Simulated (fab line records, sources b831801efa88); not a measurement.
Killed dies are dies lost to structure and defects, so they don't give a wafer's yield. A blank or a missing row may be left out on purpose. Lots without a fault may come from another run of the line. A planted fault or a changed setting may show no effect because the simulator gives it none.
fab line records | flow sky130
record lots=6 wafers=18 last_day=50
route steps=708 shown LI_CONTACT@385 LOCAL_INTERCONNECT@387 PAD_OPEN@708
lots that met no fault: from a run of the same line without faults
start_h: hours from the record's first day to the start of the lot's first wafer shown | wait_h: hours since the lot's step before | " the same as in the row above | L1.1+2: a row that stands for several wafers | - no value, or no start given | * or withheld: withheld | < > ~ a bound
route shown NAME@n: a module of which the file shows steps, and the number in the route of the first | usual: mean/standard deviation of fault-free wafers | same: alike in all rows | chamber/n: place in a boat | sites: the reading at each site | _std_site: their standard deviation | _edge_site: outer sites' mean less inner sites' | radius_mm: how far each site lies from the wafer's centre | mask NAME#n: copy n | behind: the tool/chamber that last shaped the wafer | hold: why the lot was held/for how many hours/how that ended | device: the transistor (n, p or np) that didn't switch | end of line: the same wafers' tests at the end of the route | a step without rows: its recipe alone | killed: dies lost to structure and defects at the first sort, not the wafer's yield | map: a wafer's dies, x killed, . not, _ none there
set.NAME: the setting as run; set.NAME@STEP: as run at that earlier step | model.NAME: the simulator's own value behind a step, which no gauge read
lots at some steps of the route; a table a step, a row a wafer
services: from which hour (start_h, from the record's first day; less than 0 if before it) a tool's chamber was out of use, for how many hours, and why
## steps
# step SKY_LI_CONTACT_THK_MEAS_23
# recipe thk_meas_gauge=xrf reads=W_of_LI_CONTACT_CVD_21
# usual LI_CONTACT_W_THK=406/5.7
# columns lot.wafer tool chamber start_h wait_h LI_CONTACT_W_THK[nm]
L272.1 film_metro-04 - 732.01 0.1 410
L272.2 " - " " 410
L272.4 " - " " 414
L276.3 film_metro-04 - 757.46 0.1 414
L276.5 " - " " 409
L276.6 " - " " 410
L278.2 film_metro-01 - 773.47 0.1 403
L278.3 " - " " 406
L278.5 " - " " 404
L279.2 film_metro-02 - 779.22 0.1 401
L279.3 " - " " 404
L279.6 " - " " 399
L286.4 film_metro-02 - 830.49 0.1 398
L286.5 " - " " 395
L286.6 " - " " 400
L288.1 film_metro-02 - 845.01 0.1 403
L288.5 " - " " 404
L288.6 " - " " 400
# step SKY_LI_CONTACT_CMP_24
# recipe stop_on=PSG t_overpolish_s=20 down_force_psi=3.5 platen_rpm=60 target_thk_nm=0 pad_velocity_m_s=0.94248
# usual motor_current_A=10.4/1 overpolish_run_s=20.000/0.0093 time_to_endpoint_s=95/3.3
# same t_overpolish_s=20
# columns lot.wafer tool chamber start_h wait_h motor_current_A overpolish_run_s time_to_endpoint_s
L272.2 cmp-02 3 732.07 0.0 11.4 19.997 96
L272.1 " 1 " " 11.1 19.989 97
L272.4 " 2 " " 9.8 20.008 97
L276.3 cmp-01 1 757.55 0.1 9.5 19.972 93
L276.5 " 0 " " 11.5 20.007 92
L276.6 " 1 " " 8.6 20.009 94
L278.2 cmp-02 0 773.52 0.0 10.4 19.997 100
L278.3 " 3 " " 11.3 20.010 98
L278.5 " 0 " " 10.6 19.982 99
L279.2 cmp-01 2 779.27 0.0 9.8 19.990 94
L279.3 " 0 " " 11.9 19.998 94
L279.6 " 3 " " 11.4 20.011 93
L286.4 cmp-01 2 830.62 0.1 10.1 19.999 92
L286.6 " 0 " " 11.0 19.994 93
L286.5 " 1 " " 9.3 20.013 94
L288.1 cmp-02 2 845.07 0.1 9.1 19.992 101
L288.5 " 2 " " 9.1 20.010 99
L288.6 " 3 " " 11.1 20.011 99
# step SKY_LOCAL_INTERCONNECT_SPUTTER_00
# recipe material=TiN target_thk_nm=100 temp_c=300 power_w=6500 time_s=83.3 chamber_pressure_pa=0.4
# usual throttle_valve_pct=29.8/0.78
# columns lot.wafer tool chamber start_h wait_h throttle_valve_pct
L272.1 pvd_sputter-02 - 732.37 0.1 29.1
L272.2 " - " " 30.3
L272.4 " - " " 29.8
L276.3 pvd_sputter-04 - 757.80 0.2 29.1
L276.5 " - " " 29.4
L276.6 " - " " 30.3
L278.2 pvd_sputter-02 - 773.82 0.2 30.1
L278.3 " - " " 30.0
L278.5 " - " " 29.5
L279.2 pvd_sputter-01 - 779.57 0.2 29.3
L279.3 " - " " 32.1
L279.6 " - " " 29.2
L286.4 pvd_sputter-01 - 830.82 0.1 28.4
L286.5 " - " " 29.3
L286.6 " - " " 30.0
L288.1 pvd_sputter-04 - 845.37 0.2 29.5
L288.5 " - " " 29.0
L288.6 " - " " 30.0
# step SKY_LOCAL_INTERCONNECT_RS_MEAS_01
# recipe thk_meas_gauge=four-point-probe reads=TiN_of_LOCAL_INTERCONNECT_SPUTTER_00
# usual LOCAL_INTERCONNECT_TIN_RS=14.08/0.15
# columns lot.wafer tool chamber start_h wait_h LOCAL_INTERCONNECT_TIN_RS[ohm/sq]
L272.1 film_metro-03 - 732.43 0.0 14.15
L272.2 " - " " 14.10
L272.4 " - " " 14.17
L276.3 film_metro-03 - 757.90 0.1 14.39
L276.5 " - " " 14.38
L276.6 " - " " 14.24
L278.2 film_metro-01 - 773.90 0.1 14.02
L278.3 " - " " 14.02
L278.5 " - " " 13.99
L279.2 film_metro-03 - 779.65 0.1 14.26
L279.3 " - " " 14.31
L279.6 " - " " 14.13
L286.4 film_metro-01 - 830.94 0.1 14.37
L286.5 " - " " 14.25
L286.6 " - " " 14.24
L288.1 film_metro-01 - 845.44 0.0 14.35
L288.5 " - " " 14.11
L288.6 " - " " 14.29
# step SKY_LOCAL_INTERCONNECT_THK_MEAS_02
# recipe thk_meas_gauge=xrf reads=TiN_of_LOCAL_INTERCONNECT_SPUTTER_00
# usual LOCAL_INTERCONNECT_TIN_THK=103.2/1
# columns lot.wafer tool chamber start_h wait_h LOCAL_INTERCONNECT_TIN_THK[nm]
L272.1 film_metro-03 - 732.55 0.1 102.7
L272.2 " - " " 102.9
L272.4 " - " " 102.9
L276.3 film_metro-03 - 758.00 0.1 101.2
L276.5 " - " " 101.3
L276.6 " - " " 102.1
L278.2 film_metro-01 - 774.01 0.1 103.8
L278.3 " - " " 104.1
L278.5 " - " " 103.9
L279.2 film_metro-03 - 779.76 0.1 101.4
L279.3 " - " " 101.4
L279.6 " - " " 102.4
L286.4 film_metro-01 - 831.03 0.1 102.2
L286.5 " - " " 102.9
L286.6 " - " " 102.5
L288.1 film_metro-01 - 845.56 0.1 102.3
L288.5 " - " " 104.3
L288.6 " - " " 102.1
# step SKY_LOCAL_INTERCONNECT_DEHYDRATE_03
# recipe temp_c=200 time_s=60
# step SKY_LOCAL_INTERCONNECT_HMDS_04
# recipe prime_time_s=60 prime_temp_c=120
# step SKY_LOCAL_INTERCONNECT_COAT_05
# recipe resist=BARC temp_c=withheld time_s=withheld spin_rpm=3000 resist_thk_nm=60
# step SKY_LOCAL_INTERCONNECT_COAT_06
# recipe resist=KrF-thick spin_rpm=3000 resist_thk_nm=450
# step SKY_LOCAL_INTERCONNECT_SOFTBAKE_07
# recipe temp_c=100 time_s=90 resist=KrF-thick
# step SKY_LOCAL_INTERCONNECT_EXPOSE_08
# recipe mask_id=LI1M na=0.8 source_shape=annular sigma_inner=0.55 sigma_outer=0.85 target_cd_nm=170 dose_mj=28
# step SKY_LOCAL_INTERCONNECT_PEB_09
# recipe peb_temp_c=withheld peb_time_s=withheld resist=KrF-thick
# step SKY_LOCAL_INTERCONNECT_DEVELOP_10
# recipe develop_time_s=60 resist=KrF-thick dev_temp_c=21
# usual developer_temp_C=21.00/0.11
# columns lot.wafer tool chamber start_h wait_h developer_temp_C
L272.1 litho_track-01 0 760 - 20.98
L272.2 " 0 " " 20.99
L272.4 " 0 " " 20.84
L276.3 litho_track-02 0 784 - 20.75
L276.5 " 0 " " 20.96
L276.6 " 0 " " 20.90
L278.2 litho_track-02 0 798 - 20.96
L278.3 " 0 " " 21.10
L278.5 " 0 " " 20.99
L279.2 litho_track-02 0 805 - 20.85
L279.3 " 0 " " 20.93
L279.6 " 0 806 - 20.84
L286.4 litho_track-03 0 856 - 21.01
L286.5 " 0 " " 20.97
L286.6 " 0 " " 21.06
L288.1 litho_track-01 0 871 - 21.05
L288.5 " 0 " " 21.01
L288.6 " 0 " " 21.01
# step SKY_LOCAL_INTERCONNECT_CD_MEAS_11
# recipe target_cd_nm=170
# usual cd_nm=170.1/1.4
# columns lot.wafer tool chamber start_h wait_h hold cd_nm
L272.1 cd_sem-01 - 760.16 - - 168.5
L272.2 " - " " - 168.9
L272.4 " - " " - 170.1
L276.3 cd_sem-02 - 784.58 - - 170.3
L276.5 " - " " - 171.7
L276.6 " - " " - 171.9
L278.2 cd_sem-02 - 798.86 - await_dispo/0.2h/release 175.3
L278.3 " - " " await_dispo/0.2h/release 174.9
L278.5 " - " " await_dispo/0.2h/release 175.9
L278.2 cd_sem-02 - 799.15 0.3 - 174.9
L278.3 " - " " - 175.1
L278.5 " - " " - 175.6
L279.2 cd_sem-01 - 806.06 - await_dispo/0.2h/release 175.2
L279.3 " - " " await_dispo/0.2h/release 174.5
L279.6 " - " " await_dispo/0.2h/release 176.8
L279.2 cd_sem-01 - 806.35 0.3 - 175.4
L279.3 " - " " - 175.3
L279.6 " - " " - 176.7
L286.4 cd_sem-02 - 856.92 - - 171.5
L286.5 " - " " - 169.2
L286.6 " - " " - 169.1
L288.1 cd_sem-01 - 871.91 - - 168.9
L288.5 " - " " - 168.6
L288.6 " - " " - 169.3
# step SKY_LOCAL_INTERCONNECT_OVL_MEAS_12
# usual LOCAL_INTERCONNECT_OVL=3/6.1
# columns lot.wafer tool chamber start_h wait_h hold LOCAL_INTERCONNECT_OVL[nm]
L272.1 overlay-02 - 760.28 0.1 - -1
L272.2 " - " " - -3
L272.4 " - " " - -5
L276.3 overlay-02 - 784.68 0.1 - 1
L276.5 " - " " - 1
L276.6 " - " " - 6
L278.2 overlay-01 - 804.14 5.0 await_dispo/4.9h/release 2
L278.3 " - " " await_dispo/4.9h/release 0
L278.5 " - " " await_dispo/4.9h/release -6
L279.2 overlay-01 - 810.98 4.6 await_dispo/4.5h/release 4
L279.3 " - " " await_dispo/4.5h/release 18
L279.6 " - " " await_dispo/4.5h/release 9
L286.4 overlay-01 - 857.00 0.1 - 5
L286.5 " - " " - 2
L286.6 " - " " - 7
L288.1 overlay-01 - 872.03 0.1 - -1
L288.5 " - " " - 1
L288.6 " - " " - 7
# step SKY_LOCAL_INTERCONNECT_ETCH_13
# recipe chemistry=N2/H2 target=BARC ion_energy_ev=200 bias_w=100 pressure_mtorr=30 n2_flow_sccm=100 h2_flow_sccm=200 icp_w=500 stop_on=SiO2 time_s=45.9 target_depth_a=600
# usual drypump_motor_current_A=5.6/0.44 oes_product_au=0.855/0.0051 throttle_valve_pct=13.223/0.0084
# columns lot.wafer tool chamber start_h wait_h drypump_motor_current_A oes_product_au rf_hours_counter_h throttle_valve_pct model.LOCAL_INTERCONNECT.cd_nm
L272.1 rie_metal-02 0 760.32 0.0 6.2 0.853 4 13.226 168
L272.2 " 0 " " 6.2 0.853 - 13.231 168.7
L272.4 " 0 " " 6.2 0.856 - 13.221 169.8
L276.3 rie_metal-02 0 784.72 0.0 6.2 0.846 - 13.218 169.8
L276.5 " 0 " " 6.2 0.852 - 13.221 171
L276.6 " 1 " " 5.8 0.863 - 13.229 171.7
L278.2 rie_metal-04 0 804.17 0.0 5.1 0.859 7 13.225 175.5
L278.3 " 0 " " 5.1 0.850 - 13.223 175.6
L278.5 " 1 " " 5.7 0.858 - 13.232 176.2
L279.2 rie_metal-02 0 811.01 0.0 6.2 0.864 7 13.223 175.4
L279.3 " 0 " " 6.2 0.854 - 13.215 174.5
L279.6 " 0 " " 6.2 0.858 - 13.232 176.3
L286.4 rie_metal-01 0 857.04 0.0 4.9 0.855 - 13.211 172
L286.5 " 1 " " 5.3 0.856 - 13.212 168.9
L286.6 " 0 " " 4.9 0.843 - 13.229 169.6
L288.1 rie_metal-01 0 872.07 0.0 4.9 0.853 10 13.211 168.8
L288.5 " 0 " " 4.9 0.857 - 13.226 168.5
L288.6 " 1 " " 5.4 0.857 - 13.219 168.3
# step SKY_LOCAL_INTERCONNECT_METAL_ETCH_14
# recipe target_depth_nm=110 stop_on=PSG chemistry=Cl2/BCl3 target=TiN resist_sidewall_deg=88 pressure_mtorr=10 icp_w=900 bias_w=48.5 Cl2_flow_sccm=60 bcl3_flow_sccm=30 time_s=31.4
# usual drypump_motor_current_A=5.6/0.44 oes_product_au=0.943/0.0069 throttle_valve_pct=21.899/0.01
# columns lot.wafer tool chamber start_h wait_h drypump_motor_current_A oes_product_au rf_hours_counter_h throttle_valve_pct model.LOCAL_INTERCONNECT.cd_nm
L272.1 rie_metal-02 0 760.44 0.1 6.2 0.940 4 21.895 167.7
L272.2 " 0 " " 6.2 0.938 - 21.888 169
L272.4 " 0 " " 6.2 0.936 - 21.904 169.3
L276.3 rie_metal-02 0 784.78 0.0 6.2 0.933 - 21.900 169.2
L276.5 " 0 " " 6.2 0.934 - 21.898 170.3
L276.6 " 1 " " 5.8 0.935 - 21.910 171.3
L278.2 rie_metal-04 0 804.23 0.0 5.1 0.943 7 21.908 175.4
L278.3 " 0 " " 5.1 0.943 - 21.887 175.4
L278.5 " 1 " " 5.7 0.942 - 21.889 176
L279.2 rie_metal-02 0 811.08 0.0 6.2 0.941 7 21.895 175.6
L279.3 " 0 " " 6.2 0.929 - 21.885 174.8
L279.6 " 0 " " 6.2 0.938 - 21.901 175.8
L286.4 rie_metal-01 0 857.10 0.0 4.9 0.936 - 21.904 172.2
L286.5 " 1 " " 5.4 0.951 - 21.902 168.7
L286.6 " 0 " " 4.9 0.933 - 21.915 169.7
L288.1 rie_metal-01 0 872.13 0.0 4.9 0.937 10 21.898 168.9
L288.5 " 0 " " 4.9 0.938 - 21.895 169.1
L288.6 " 1 " " 5.3 0.934 - 21.907 168.2
# step SKY_LOCAL_INTERCONNECT_STRIP_15
# recipe chemistry=O2/N2 power_w=1400 pressure_mtorr=1500 platen_temp_c=withheld o2_flow_sccm=3000 n2_flow_sccm=300 overash_fraction=0.5
# usual drypump_motor_current_A=5.5/0.53 oes_product_au=0.427/0.0046 strip_time_to_endpoint_s=4.721/0.017
# columns lot.wafer tool chamber start_h wait_h drypump_motor_current_A oes_product_au rf_hours_counter_h strip_time_to_endpoint_s
L272.1 plasma_asher-01 0 760.55 0.1 4.9 0.430 33 4.716
L272.2 " 1 " " 5.5 0.420 33 4.705
L272.4 " 1 " " 5.5 0.433 - 4.713
L276.3 plasma_asher-02 1 784.85 0.1 5.8 0.425 - 4.708
L276.5 " 0 " " 6.2 0.429 - 4.742
L276.6 " 1 " " 5.9 0.433 - 4.724
L278.2 plasma_asher-02 1 804.42 0.2 5.8 0.425 7 4.721
L278.3 " 1 " " 5.8 0.426 - 4.742
L278.5 " 1 " " 5.8 0.434 - 4.733
L279.2 plasma_asher-02 0 811.13 0.0 6.2 0.434 8 4.726
L279.3 " 1 " " 5.8 0.429 - 4.720
L279.6 " 1 " " 5.8 0.434 - 4.713
L286.4 plasma_asher-03 1 857.17 0.1 4.7 0.421 - 4.741
L286.5 " 0 " " 5.7 0.425 - 4.703
L286.6 " 1 " " 4.6 0.423 - 4.706
L288.1 plasma_asher-02 1 872.18 0.0 5.8 0.417 17 4.709
L288.5 " 1 " " 5.8 0.430 - 4.708
L288.6 " 0 " " 6.2 0.422 - 4.705
# step SKY_PAD_OPEN_PROBE_99
# usual killed_at_M0_to_M3=43/6.9 killed_at_M4_up=3.2/2 killed_at_contacts=25/5.1 killed_at_front_end=15/4.5 killed_at_other=0.2/0.51 killed_dies=85/9.5 killed_on_rim=16/3.7 killed_open=48/6.9 killed_short=38/6.7
# same gross_dies=492 killed_at_back_side=0
# columns lot.wafer tool chamber start_h wait_h killed_at_M0_to_M3 killed_at_M4_up killed_at_contacts killed_at_front_end killed_at_other killed_dies killed_on_rim killed_open killed_short model.etest.res_li.line_ohm_um
L272.1 prober-02 - 1117.66 0.1 39 1 17 19 0 76 16 44 32 77.15
L272.2 prober-02 - 1117.71 0.1 42 9 25 16 1 93 15 41 52 76.38
L272.4 prober-02 - 1117.81 0.2 40 3 30 26 0 99 22 55 44 76.25
L276.3 prober-02 - 1132.32 0.2 49 2 21 9 0 81 16 40 41 76.86
L276.5 prober-02 - 1132.42 0.2 42 1 29 14 0 86 24 51 35 76.15
L276.6 prober-02 - 1132.47 0.2 45 3 29 16 1 94 22 49 45 75.44
L278.2 prober-02 - 1144.18 0.1 39 9 27 11 3 89 16 56 33 72.64
L278.3 prober-02 - 1144.23 0.2 45 5 25 24 0 99 15 56 43 72.47
L278.5 prober-02 - 1144.33 0.2 43 4 33 13 0 93 20 56 37 72.64
L279.2 prober-01 - 1150.06 0.1 43 1 16 17 0 77 7 44 33 73.96
L279.3 prober-01 - 1150.11 0.2 37 6 32 14 0 89 11 53 36 74.46
L279.6 prober-01 - 1150.26 0.2 43 3 19 16 1 82 18 54 28 73.15
L286.4 prober-02 - 1183.52 0.2 39 2 30 15 0 86 17 59 27 75.92
L286.5 prober-02 - 1183.57 0.2 56 3 17 13 0 89 17 47 42 76.7
L286.6 prober-02 - 1183.62 0.2 50 6 26 10 0 92 19 41 51 76.89
L288.1 prober-02 - 1192.80 0.1 42 2 17 16 0 77 16 45 32 77.01
L288.5 prober-02 - 1193.00 0.2 42 0 28 20 1 91 23 52 39 75.61
L288.6 prober-02 - 1193.05 0.2 42 1 17 24 0 84 18 46 38 77.34
# killed by level:class
L272.1 VIA1:geometric_particle:open=8 METAL2:geometric_particle:short=8 LI_CONTACT:geometric_particle:open=6 VIA2:geometric_particle:open=6 CONTACT:geometric_particle:short=5 POLY_GATE:geometric_particle:open=4 VIA3:geometric_particle:open=4 CONTACT:geometric_particle:open=4
L272.2 VIA1:geometric_particle:open=10 CONTACT:geometric_particle:short=8 CONTACT:geometric_particle:open=8 VIA2:geometric_particle:open=6 METAL4:geometric_particle:short=6 VIA1:geometric_particle:short=5 POLY_GATE:geometric_particle:short=5 LI_CONTACT:geometric_particle:open=5
L272.4 FIELD_ISO:geometric_particle:open=15 CONTACT:geometric_particle:open=11 VIA1:geometric_particle:open=9 FIELD_ISO:geometric_particle:short=6 VIA1:geometric_particle:short=6 LI_CONTACT:geometric_particle:open=5 CONTACT:geometric_particle:short=5 VIA3:geometric_particle:open=5
L276.3 VIA1:geometric_particle:open=10 METAL1:geometric_particle:short=8 CONTACT:geometric_particle:open=8 VIA3:geometric_particle:open=8 VIA1:geometric_particle:short=6 METAL2:geometric_particle:short=6 LI_CONTACT:geometric_particle:open=4 LOCAL_INTERCONNECT:geometric_particle:short=4
L276.5 VIA1:geometric_particle:open=10 CONTACT:geometric_particle:open=10 LI_CONTACT:geometric_particle:open=7 CONTACT:geometric_particle:short=6 VIA1:geometric_particle:short=6 VIA2:geometric_particle:open=6 POLY_GATE:geometric_particle:open=5 VIA3:geometric_particle:open=5
L276.6 METAL2:geometric_particle:short=9 LI_CONTACT:geometric_particle:open=8 VIA1:geometric_particle:open=8 CONTACT:geometric_particle:open=7 FIELD_ISO:geometric_particle:open=6 LOCAL_INTERCONNECT:geometric_particle:short=6 VIA3:geometric_particle:open=6 CONTACT:geometric_particle:short=5
L278.2 VIA1:geometric_particle:open=11 CONTACT:geometric_particle:open=10 VIA2:geometric_particle:open=8 LI_CONTACT:geometric_particle:open=6 METAL4:geometric_particle:open=5 LI_CONTACT:geometric_particle:short=4 METAL1:geometric_particle:short=4 VIA2:geometric_particle:short=4
L278.3 VIA1:geometric_particle:open=15 LI_CONTACT:geometric_particle:open=7 POLY_GATE:geometric_particle:short=6 VIA3:geometric_particle:open=6 METAL1:geometric_particle:short=6 FIELD_ISO:geometric_particle:open=5 FIELD_ISO:geometric_particle:short=5 POLY_GATE:geometric_particle:open=5
L278.5 CONTACT:geometric_particle:open=16 VIA1:geometric_particle:open=9 LI_CONTACT:geometric_particle:open=8 VIA2:geometric_particle:open=8 METAL1:geometric_particle:short=6 VIA1:geometric_particle:short=5 POLY_GATE:geometric_particle:short=4 CONTACT:geometric_particle:short=4
L279.2 VIA1:geometric_particle:open=12 VIA3:geometric_particle:open=7 VIA1:geometric_particle:short=7 CONTACT:geometric_particle:open=6 CONTACT:geometric_particle:short=5 SPACER:geometric_particle:open=4 FIELD_ISO:geometric_particle:open=3 METAL1:geometric_particle:short=3
L279.3 CONTACT:geometric_particle:open=11 VIA1:geometric_particle:open=10 LI_CONTACT:geometric_particle:open=8 CONTACT:geometric_particle:short=6 VIA2:geometric_particle:open=6 LOCAL_INTERCONNECT:geometric_particle:short=5 VIA3:geometric_particle:open=5 FIELD_ISO:geometric_particle:open=4
L279.6 VIA1:geometric_particle:open=12 VIA1:geometric_particle:short=8 VIA3:geometric_particle:open=8 CONTACT:geometric_particle:open=6 VIA2:geometric_particle:open=6 FIELD_ISO:geometric_particle:short=4 LI_CONTACT:geometric_particle:open=4 FIELD_ISO:geometric_particle:open=3
L286.4 CONTACT:geometric_particle:open=16 VIA1:geometric_particle:open=12 LI_CONTACT:geometric_particle:open=6 VIA2:geometric_particle:open=6 FIELD_ISO:geometric_particle:open=5 VIA3:geometric_particle:open=5 LOCAL_INTERCONNECT:geometric_particle:short=4 CONTACT:geometric_particle:short=4
L286.5 VIA1:geometric_particle:open=17 METAL2:geometric_particle:short=8 VIA3:geometric_particle:open=8 LI_CONTACT:geometric_particle:open=5 VIA3:geometric_particle:short=5 CONTACT:geometric_particle:open=5 METAL1:geometric_particle:short=5 VIA1:geometric_particle:short=5
L286.6 VIA3:geometric_particle:open=8 CONTACT:geometric_particle:open=7 VIA1:geometric_particle:short=7 CONTACT:geometric_particle:short=7 VIA2:geometric_particle:open=7 LI_CONTACT:geometric_particle:open=6 METAL2:geometric_particle:short=6 VIA3:geometric_particle:short=6
L288.1 VIA1:geometric_particle:open=12 VIA2:geometric_particle:open=6 LI_CONTACT:geometric_particle:open=6 CONTACT:geometric_particle:open=5 FIELD_ISO:geometric_particle:open=4 VIA2:geometric_particle:short=4 VIA3:geometric_particle:open=4 METAL2:geometric_particle:short=4
L288.5 LI_CONTACT:geometric_particle:open=8 CONTACT:geometric_particle:open=8 VIA3:geometric_particle:open=7 METAL1:geometric_particle:short=6 METAL2:geometric_particle:short=6 FIELD_ISO:geometric_particle:open=5 POLY_GATE:geometric_particle:short=5 VIA1:geometric_particle:short=5
L288.6 FIELD_ISO:geometric_particle:short=7 METAL2:geometric_particle:short=7 CONTACT:geometric_particle:open=7 VIA1:geometric_particle:open=7 VIA3:geometric_particle:open=6 FIELD_ISO:geometric_particle:open=5 POLY_GATE:geometric_particle:open=4 LI_CONTACT:geometric_particle:open=4
## services
# columns tool chamber start_h hours kind
rie_metal-01 1 719.26 3.4 repair
plasma_asher-02 - 733.75 9.0 pm
cmp-02 - 744.07 4.0 pm
cmp-02 - 749.43 6.3 pm
pvd_sputter-02 - 751.63 0.9 repair
rie_metal-02 1 755.25 - clean
rie_metal-02 - 768.36 0.3 repair
plasma_asher-01 - 769.67 47.9 repair
cmp-02 - 779.88 1.1 repair
plasma_asher-03 - 790.26 19.0 repair
plasma_asher-02 - 799.38 1.9 repair
plasma_asher-01 - 804.78 1.5 repair
cmp-01 - 814.12 0.2 repair
rie_metal-02 - 824.98 2.8 pm
rie_metal-01 - 827.76 0.4 repair
rie_metal-02 - 831.19 0.7 repair
pvd_sputter-02 - 837.70 4.5 repair
cmp-02 - 839.24 5.7 repair
cmp-01 - 839.24 0.8 repair
pvd_sputter-02 - 839.46 16.7 repair
cmp-01 - 848.31 5.1 repair
plasma_asher-02 - 849.75 0.4 repair
cmp-02 - 853.48 6.2 pm
plasma_asher-01 - 866.85 5.1 repair
## key
first_sign step=SKY_LOCAL_INTERCONNECT_CD_MEAS_11 reading=visit direction=added
effect step=SKY_LOCAL_INTERCONNECT_CD_MEAS_11 reading=cd_nm direction=up sigmas=3.9 usual=170.1 struck=175.4
model_effect step=SKY_LOCAL_INTERCONNECT_ETCH_13 value=LOCAL_INTERCONNECT.cd_nm without=170.4 struck=175.6
model_effect step=SKY_LOCAL_INTERCONNECT_METAL_ETCH_14 value=LOCAL_INTERCONNECT.cd_nm without=170.3 struck=175.5
model_effect step=SKY_PAD_OPEN_PROBE_99 value=etest.res_li.line_ohm_um without=75.44 struck=73.22
met_at SKY_LOCAL_INTERCONNECT_DEVELOP_10
struck_wafers L278.2,L278.3,L278.5,L279.2,L279.3,L279.6
tester_left_out L278,L279
onset_between 784 798
fault kind=process_parameter_drift tool=litho_track-02 chamber=- onset_h=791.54 steps=SKY_LOCAL_INTERCONNECT_DEVELOP_10 channel=develop_time_s offset=* shape=step end_h=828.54 acts_in=* stated=*
# tester_left_out: of these lots the tester's yield and bins aren't shown, on N5 and GAA mostly nor the transistor test; their killed dies are dies lost to structure and defects alone, not to doping, threshold or leakage, so they don't give the yield
